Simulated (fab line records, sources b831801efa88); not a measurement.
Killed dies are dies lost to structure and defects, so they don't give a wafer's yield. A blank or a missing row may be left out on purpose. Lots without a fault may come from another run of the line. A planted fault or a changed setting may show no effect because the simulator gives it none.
One fault seen from 2 desks | flow sky130 | each desk has only its own numbers; what lay behind them comes last

THE TOOL OWNER'S DESK: pvd_sputter-02
The tool's own readings at SKY_METAL3_SPUTTER_02 (material AlCu, target thk 735 nm, time 39.1 s): means of the sampled wafers that have a number, for each lot that ran on this tool. A lot is out of limits, marked OUT, if its mean lies more than 4 standard deviations from the usual mean; the brackets give that distance.
Columns: A = throttle_valve_pct at SKY_METAL3_SPUTTER_02, usual 30.6 %
lot  | first seen here | A
L460 | day 36 06:32    | 30.4
L471 | day 39 22:33    | 30.8
L472 | day 39 23:58    | 30.4
This desk's finding: nothing out of limits on any of the 3 lots.

THE METROLOGY DESK
What the gauges read, lot by lot, whatever tool the lot ran on: means of the sampled wafers that have a number. A lot is out of limits, marked OUT, if its mean lies more than 4 standard deviations from the usual mean; the brackets give that distance.
Columns: A = CAPM_OVL at SKY_CAPM_OVL_MEAS_12, usual -1.0 nm; B = cd_nm at SKY_METAL3_CD_MEAS_13, usual 299.9 nm
lot  | first seen here | A    | B
L460 | day 37 09:13    | -0.6 | 298.5
L461 | day 37 10:29    | -2.0 | 300.4
L462 | day 38 05:48    | -1.6 | 300.2
L469 | day 40 15:52    | -1.7 | 298.7
L471 | day 40 23:17    | -2.9 | 301.7
L472 | day 41 00:23    | -0.2 | 300.3
L473 | day 41 15:40    | -0.0 | 300.1
L474 | day 41 21:54    | -1.6 | 301.6
L475 | day 42 04:14    | 0.2  | 300.1
L476 | day 42 11:01    | 0.4  | 301.6
L479 | day 42 23:44    | -0.7 | 299.9
L481 | day 43 07:26    | -1.7 | 299.5
L482 | day 43 20:14    | -1.6 | 300.3
L483 | day 44 08:47    | -0.5 | 299.5
This desk's finding: nothing out of limits on any of the 14 lots.

PUT TOGETHER
The tool owner's desk saw nothing out of limits.
The metrology desk saw nothing out of limits.

WHAT THE SIMULATOR HAD PUT IN
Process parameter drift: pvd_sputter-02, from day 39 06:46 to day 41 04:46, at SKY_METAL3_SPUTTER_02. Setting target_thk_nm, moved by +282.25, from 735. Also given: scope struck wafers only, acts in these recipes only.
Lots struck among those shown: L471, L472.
